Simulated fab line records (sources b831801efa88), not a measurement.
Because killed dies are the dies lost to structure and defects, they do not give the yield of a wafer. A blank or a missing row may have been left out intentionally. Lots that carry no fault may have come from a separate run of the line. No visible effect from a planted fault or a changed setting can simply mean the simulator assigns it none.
Which tool was responsible? / flow gf180mcu / 14 lots, 42 wafers sampled, at 3 steps of a route of 602

== WHAT THE GAUGES READ, wafer by wafer ==
Not one reading of a measure or inspect step in the record can be checked against a usual standard deviation.

== WHAT TOOL EACH LOT RAN ON (gives the tool, then ch and the chambers of the sampled wafers, and finally the start) ==
lot=L333; GF_V4_SPUTTER_22=pvdSputter-03, day 24 01:40; GF_MIM_SPUTTER_03=pvdSputter-04, day 24 02:32; GF_MIM_SPUTTER_09=pvdSputter-03, day 24 02:45
lot=L335; GF_V4_SPUTTER_22=pvdSputter-02, day 25 03:17; GF_MIM_SPUTTER_03=pvdSputter-03, day 25 04:04; GF_MIM_SPUTTER_09=pvdSputter-04, day 25 04:17
lot=L336; GF_V4_SPUTTER_22=pvdSputter-03, day 25 06:47; GF_MIM_SPUTTER_03=pvdSputter-03, day 25 07:38; GF_MIM_SPUTTER_09=pvdSputter-02, day 25 07:52
lot=L340; GF_V4_SPUTTER_22=pvdSputter-03, day 27 01:34; GF_MIM_SPUTTER_03=pvdSputter-02, day 27 02:22; GF_MIM_SPUTTER_09=pvdSputter-03, day 27 02:35
lot=L341; GF_V4_SPUTTER_22=pvdSputter-01, day 27 06:55; GF_MIM_SPUTTER_03=pvdSputter-03, day 27 07:43; GF_MIM_SPUTTER_09=pvdSputter-02, day 27 07:56
lot=L342; GF_V4_SPUTTER_22=pvdSputter-02, day 28 01:40; GF_MIM_SPUTTER_03=pvdSputter-04, day 28 02:27; GF_MIM_SPUTTER_09=pvdSputter-03, day 28 02:41
lot=L343; GF_V4_SPUTTER_22=pvdSputter-02, day 28 09:28; GF_MIM_SPUTTER_03=pvdSputter-03, day 28 10:22; GF_MIM_SPUTTER_09=pvdSputter-04, day 28 10:35
lot=L346; GF_V4_SPUTTER_22=pvdSputter-02, day 28 20:56; GF_MIM_SPUTTER_03=pvdSputter-04, day 28 21:43; GF_MIM_SPUTTER_09=pvdSputter-02, day 28 21:56
lot=L345; GF_V4_SPUTTER_22=pvdSputter-03, day 28 20:56; GF_MIM_SPUTTER_03=pvdSputter-03, day 28 22:01; GF_MIM_SPUTTER_09=pvdSputter-02, day 28 22:14
lot=L350; GF_V4_SPUTTER_22=pvdSputter-01, day 29 23:55; GF_MIM_SPUTTER_03=pvdSputter-04, day 30 00:49; GF_MIM_SPUTTER_09=pvdSputter-03, day 30 01:02
lot=L352; GF_V4_SPUTTER_22=pvdSputter-02, day 30 08:16; GF_MIM_SPUTTER_03=pvdSputter-02, day 30 09:04; GF_MIM_SPUTTER_09=pvdSputter-04, day 30 09:18
lot=L353; GF_V4_SPUTTER_22=pvdSputter-02, day 30 16:17; GF_MIM_SPUTTER_03=pvdSputter-03, day 30 17:04; GF_MIM_SPUTTER_09=pvdSputter-02, day 30 17:17
lot=L354; GF_V4_SPUTTER_22=pvdSputter-02, day 31 02:48; GF_MIM_SPUTTER_03=pvdSputter-04, day 31 03:35; GF_MIM_SPUTTER_09=pvdSputter-03, day 31 03:49
lot=L355; GF_V4_SPUTTER_22=pvdSputter-03, day 31 05:37; GF_MIM_SPUTTER_03=pvdSputter-02, day 31 06:25; GF_MIM_SPUTTER_09=pvdSputter-03, day 31 06:38
- GF_V4_SPUTTER_22: material TiN, target thk 10 nm, time 40 s.
- GF_MIM_SPUTTER_03: material Ti, target thk 10 nm, time 6.7 s.
- GF_MIM_SPUTTER_09: material TiN, target thk 35 nm, time 29.2 s.

== WHAT THE TOOLS THEMSELVES READ (means of the sampled wafers that have a number; where no wafer has one, the mark that the record gives instead) ==
GF_V4_SPUTTER_22. Usual: cathodeDcPowerW 3999.9 W, standard deviation 0.75; chamberPressurePa 5.000 Pa, standard deviation 0.01; throttleValvePct 30.3 %, standard deviation 1.2.
lot=L333; tool=pvdSputter-03; cathodeDcPowerW (W)=3999.9; chamberPressurePa (Pa)=5.012; throttleValvePct (%)=30.8; flag=
lot=L335; tool=pvdSputter-02; cathodeDcPowerW (W)=4000.3; chamberPressurePa (Pa)=4.994; throttleValvePct (%)=29.6; flag=
lot=L336; tool=pvdSputter-03; cathodeDcPowerW (W)=4000.1; chamberPressurePa (Pa)=5.003; throttleValvePct (%)=30.2; flag=
lot=L340; tool=pvdSputter-03; cathodeDcPowerW (W)=4000.2; chamberPressurePa (Pa)=4.996; throttleValvePct (%)=30.8; flag=
lot=L341; tool=pvdSputter-01; cathodeDcPowerW (W)=4000.4; chamberPressurePa (Pa)=5.009; throttleValvePct (%)=31.2; flag=
lot=L342; tool=pvdSputter-02; cathodeDcPowerW (W)=3999.9; chamberPressurePa (Pa)=5.000; throttleValvePct (%)=31.0; flag=
lot=L343; tool=pvdSputter-02; cathodeDcPowerW (W)=3999.2; chamberPressurePa (Pa)=5.005; throttleValvePct (%)=29.6; flag=
lot=L346; tool=pvdSputter-02; cathodeDcPowerW (W)=3999.7; chamberPressurePa (Pa)=5.003; throttleValvePct (%)=31.1; flag=
lot=L345; tool=pvdSputter-03; cathodeDcPowerW (W)=3999.9; chamberPressurePa (Pa)=4.998; throttleValvePct (%)=30.8; flag=
lot=L350; tool=pvdSputter-01; cathodeDcPowerW (W)=4000.4; chamberPressurePa (Pa)=5.007; throttleValvePct (%)=30.6; flag=
lot=L352; tool=pvdSputter-02; cathodeDcPowerW (W)=4000.0; chamberPressurePa (Pa)=5.013; throttleValvePct (%)=29.5; flag=
lot=L353; tool=pvdSputter-02; cathodeDcPowerW (W)=3999.2; chamberPressurePa (Pa)=5.016; throttleValvePct (%)=29.6; flag=
lot=L354; tool=pvdSputter-02; cathodeDcPowerW (W)=4000.3; chamberPressurePa (Pa)=5.005; throttleValvePct (%)=30.0; flag=
lot=L355; tool=pvdSputter-03; cathodeDcPowerW (W)=3999.7; chamberPressurePa (Pa)=4.992; throttleValvePct (%)=30.6; flag=

GF_MIM_SPUTTER_03. Usual: cathodeDcPowerW 3000.0 W, standard deviation 0.56; chamberPressurePa 0.3000 Pa, standard deviation 0.00062; throttleValvePct 30.5 %, standard deviation 1.1.
lot=L333; tool=pvdSputter-04; cathodeDcPowerW (W)=2999.9; chamberPressurePa (Pa)=0.2995; throttleValvePct (%)=31.4; flag=
lot=L335; tool=pvdSputter-03; cathodeDcPowerW (W)=3000.2; chamberPressurePa (Pa)=0.2999; throttleValvePct (%)=30.1; flag=
lot=L336; tool=pvdSputter-03; cathodeDcPowerW (W)=3000.2; chamberPressurePa (Pa)=0.2999; throttleValvePct (%)=30.3; flag=
lot=L340; tool=pvdSputter-02; cathodeDcPowerW (W)=2999.3; chamberPressurePa (Pa)=0.3003; throttleValvePct (%)=31.0; flag=
lot=L341; tool=pvdSputter-03; cathodeDcPowerW (W)=2999.9; chamberPressurePa (Pa)=0.3004; throttleValvePct (%)=30.4; flag=
lot=L342; tool=pvdSputter-04; cathodeDcPowerW (W)=3000.0; chamberPressurePa (Pa)=0.3005; throttleValvePct (%)=30.4; flag=
lot=L343; tool=pvdSputter-03; cathodeDcPowerW (W)=-; chamberPressurePa (Pa)=-; throttleValvePct (%)=-; flag=OFF
lot=L346; tool=pvdSputter-04; cathodeDcPowerW (W)=-; chamberPressurePa (Pa)=-; throttleValvePct (%)=-; flag=OFF
lot=L345; tool=pvdSputter-03; cathodeDcPowerW (W)=3000.2; chamberPressurePa (Pa)=0.3000; throttleValvePct (%)=30.2; flag=
lot=L350; tool=pvdSputter-04; cathodeDcPowerW (W)=3000.3; chamberPressurePa (Pa)=0.3004; throttleValvePct (%)=30.0; flag=
lot=L352; tool=pvdSputter-02; cathodeDcPowerW (W)=3000.0; chamberPressurePa (Pa)=0.2999; throttleValvePct (%)=30.9; flag=
lot=L353; tool=pvdSputter-03; cathodeDcPowerW (W)=2999.7; chamberPressurePa (Pa)=0.2991; throttleValvePct (%)=30.5; flag=
lot=L354; tool=pvdSputter-04; cathodeDcPowerW (W)=3000.1; chamberPressurePa (Pa)=0.2999; throttleValvePct (%)=31.1; flag=
lot=L355; tool=pvdSputter-02; cathodeDcPowerW (W)=2999.5; chamberPressurePa (Pa)=0.3000; throttleValvePct (%)=30.0; flag=

GF_MIM_SPUTTER_09. Usual: cathodeDcPowerW 6499.8 W, standard deviation 1.3; chamberPressurePa 0.4000 Pa, standard deviation 0.00082; throttleValvePct 30.4 %, standard deviation 1.2.
lot=L333; tool=pvdSputter-03; cathodeDcPowerW (W)=6500.3; chamberPressurePa (Pa)=0.3998; throttleValvePct (%)=30.5; flag=
lot=L335; tool=pvdSputter-04; cathodeDcPowerW (W)=6499.6; chamberPressurePa (Pa)=0.4002; throttleValvePct (%)=31.0; flag=
lot=L336; tool=pvdSputter-02; cathodeDcPowerW (W)=6500.6; chamberPressurePa (Pa)=0.4002; throttleValvePct (%)=31.6; flag=
lot=L340; tool=pvdSputter-03; cathodeDcPowerW (W)=6499.2; chamberPressurePa (Pa)=0.4006; throttleValvePct (%)=30.0; flag=
lot=L341; tool=pvdSputter-02; cathodeDcPowerW (W)=6499.2; chamberPressurePa (Pa)=0.4008; throttleValvePct (%)=31.0; flag=
lot=L342; tool=pvdSputter-03; cathodeDcPowerW (W)=6499.4; chamberPressurePa (Pa)=0.4007; throttleValvePct (%)=30.0; flag=
lot=L343; tool=pvdSputter-04; cathodeDcPowerW (W)=6500.1; chamberPressurePa (Pa)=0.3992; throttleValvePct (%)=30.6; flag=
lot=L346; tool=pvdSputter-02; cathodeDcPowerW (W)=6499.4; chamberPressurePa (Pa)=0.3999; throttleValvePct (%)=30.9; flag=
lot=L345; tool=pvdSputter-02; cathodeDcPowerW (W)=6501.0; chamberPressurePa (Pa)=0.3995; throttleValvePct (%)=31.1; flag=
lot=L350; tool=pvdSputter-03; cathodeDcPowerW (W)=6499.7; chamberPressurePa (Pa)=0.4004; throttleValvePct (%)=30.6; flag=
lot=L352; tool=pvdSputter-04; cathodeDcPowerW (W)=6499.3; chamberPressurePa (Pa)=0.3992; throttleValvePct (%)=30.6; flag=
lot=L353; tool=pvdSputter-02; cathodeDcPowerW (W)=6500.1; chamberPressurePa (Pa)=0.3996; throttleValvePct (%)=29.7; flag=
lot=L354; tool=pvdSputter-03; cathodeDcPowerW (W)=6500.1; chamberPressurePa (Pa)=0.3994; throttleValvePct (%)=30.5; flag=
lot=L355; tool=pvdSputter-03; cathodeDcPowerW (W)=6499.6; chamberPressurePa (Pa)=0.4000; throttleValvePct (%)=30.3; flag=

== THE ANSWER, worked out from the rows above alone ==
Rule: a lot counts as off when the mean over its wafers that have a number is more than 3 standard deviations away from the usual mean. Also off: a lot with no number at a reading for which 4 or more lots have one. Where the step has rows for the other lots, those lots are counted as sound. After the gauges, taken in route order, come the tools' own readings; for these a lot's mean is taken, as printed above. The first step at which some lot is off is used, and at that step the reading that is off furthest; a lot without a number counts as furthest.
Off: L343, L346, at GF_MIM_SPUTTER_03 (cathodeDcPowerW). Without a number there: L343, L346.
If a tool, at that step or one of the process steps before it, ran each lot that is off and ran no sound lot following the first of them, it fits. Not one of the candidates tried fits.

== WHAT WAS PUT IN BY THE SIMULATOR ==
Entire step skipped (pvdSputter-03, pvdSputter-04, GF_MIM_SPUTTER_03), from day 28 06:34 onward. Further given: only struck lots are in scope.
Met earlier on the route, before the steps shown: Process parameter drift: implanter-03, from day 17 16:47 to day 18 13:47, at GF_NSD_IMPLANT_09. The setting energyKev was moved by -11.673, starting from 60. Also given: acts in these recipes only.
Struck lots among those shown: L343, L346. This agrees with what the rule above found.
